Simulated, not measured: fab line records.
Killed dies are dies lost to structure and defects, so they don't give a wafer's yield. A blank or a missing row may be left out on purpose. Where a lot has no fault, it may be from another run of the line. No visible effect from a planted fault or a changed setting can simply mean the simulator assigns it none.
What tool caused it? | flow sky130 | 36 wafers from 12 lots sampled at 2 of the route's 708 steps

WHAT EACH GAUGE READ, for each wafer
SKY_POLY_GATE_THK_MEAS_04. Usual: for POLY_GATE_CVD_03_THK the level is 75.1 nm and the standard deviation is 0.64.
lot  | measured     | on           | POLY_GATE_CVD_03_THK (nm) | flag
L474 | day 14 22:22 | filmMetro-03 | 75.9 75.2 75.2            | 
L477 | day 16 10:20 | filmMetro-02 | 76.5 76.1 75.9            | 
L482 | day 18 06:28 | filmMetro-02 | 75.4 74.6 75.6            | 
L483 | day 18 05:07 | filmMetro-03 | 74.4 73.9 75.2            | 
L484 | day 19 05:49 | filmMetro-02 | 75.5 75.2 75.2            | 
L486 | day 19 15:40 | filmMetro-03 | 75.8 75.4 76.0            | 
L487 | day 20 02:12 | filmMetro-02 | 73.4 74.0 73.9            | 
L488 | day 20 06:23 | filmMetro-02 | 74.8 74.6 74.4            | 
L489 | day 20 19:29 | filmMetro-01 | 75.3 75.2 75.0            | 
L490 | day 21 06:04 | filmMetro-03 | 75.5 75.4 75.2            | 
L492 | day 21 13:02 | filmMetro-02 | 75.1 75.2 75.5            | 
L494 | day 22 09:02 | filmMetro-02 | 75.5 74.8 75.1            | 

EACH LOT AND THE TOOL THAT RAN IT (in order: tool; ch and the chambers of the sampled wafers; start)
lot  | SKY_VT_ADJUST_HVTR_STRIP_10
L474 | plasmaAsher-02 ch 0,1, day 9 07:00
L477 | plasmaAsher-03 ch 0,1, day 10 10:25
L482 | plasmaAsher-01 ch 0,1, day 11 23:08
L483 | plasmaAsher-03 ch 0,1, day 12 00:07
L484 | plasmaAsher-03 ch 0,1, day 12 14:04
L486 | plasmaAsher-01 ch 0,1, day 13 01:49
L487 | plasmaAsher-01 ch 0,1, day 13 11:10
L488 | plasmaAsher-02 ch 0,1, day 13 17:55
L489 | plasmaAsher-03 ch 1, day 14 04:44
L490 | plasmaAsher-01 ch 0, day 14 13:22
L492 | plasmaAsher-03 ch 0,1, day 14 19:40
L494 | plasmaAsher-01 ch 0,1, day 15 10:49
- SKY_VT_ADJUST_HVTR_STRIP_10: strips in O2/N2.

AS READ BY THE TOOLS THEMSELVES (means over the sampled wafers that have a number; for cases with no such wafer, the mark the record gives instead)
SKY_VT_ADJUST_HVTR_STRIP_10. Usual: drypumpMotorCurrentA 5.5 A, standard deviation 0.51; oesProductAu 0.716 a.u., standard deviation 0.0045; stripTimeToEndpointS 14.19 s, standard deviation 0.036.
lot  | tool           | drypumpMotorCurrentA (A) | oesProductAu (a.u.) | stripTimeToEndpointS (s) | flag
L474 | plasmaAsher-02 | 6.3                      | 0.717               | 14.25                    | 
L477 | plasmaAsher-03 | 5.2                      | 0.717               | 14.18                    | 
L482 | plasmaAsher-01 | 5.3                      | 0.717               | 14.22                    | 
L483 | plasmaAsher-03 | 5.2                      | 0.719               | 14.15                    | 
L484 | plasmaAsher-03 | 5.3                      | 0.718               | 14.15                    | 
L486 | plasmaAsher-01 | 5.3                      | 0.718               | 14.19                    | 
L487 | plasmaAsher-01 | 5.3                      | 0.713               | 14.16                    | 
L488 | plasmaAsher-02 | 6.3                      | 0.712               | 14.19                    | 
L489 | plasmaAsher-03 | 5.5                      | 0.720               | 14.21                    | 
L490 | plasmaAsher-01 | 5.4                      | 0.713               | 14.16                    | 
L492 | plasmaAsher-03 | 5.2                      | 0.714               | 14.22                    | 
L494 | plasmaAsher-01 | 5.3                      | 0.718               | 14.19                    | 

THE ANSWER, worked out from the rows above alone
Rule: take the mean of a lot's wafers that have a number; if it is more than 3 standard deviations from the usual mean, the lot is off. Also off: a lot with no number at a reading for which 4 or more lots have one. All remaining lots with rows at the step are treated as sound. Order of review: gauges by route order, followed by the tools' own readings, for which a lot's mean as printed above is used. At the first step where some lot is off, the reading lying furthest off is the one used; lots without a number count as furthest.
Nothing can be told from this: no lot is off at any reading shown.

WHAT WAS PUT IN BY THE SIMULATOR
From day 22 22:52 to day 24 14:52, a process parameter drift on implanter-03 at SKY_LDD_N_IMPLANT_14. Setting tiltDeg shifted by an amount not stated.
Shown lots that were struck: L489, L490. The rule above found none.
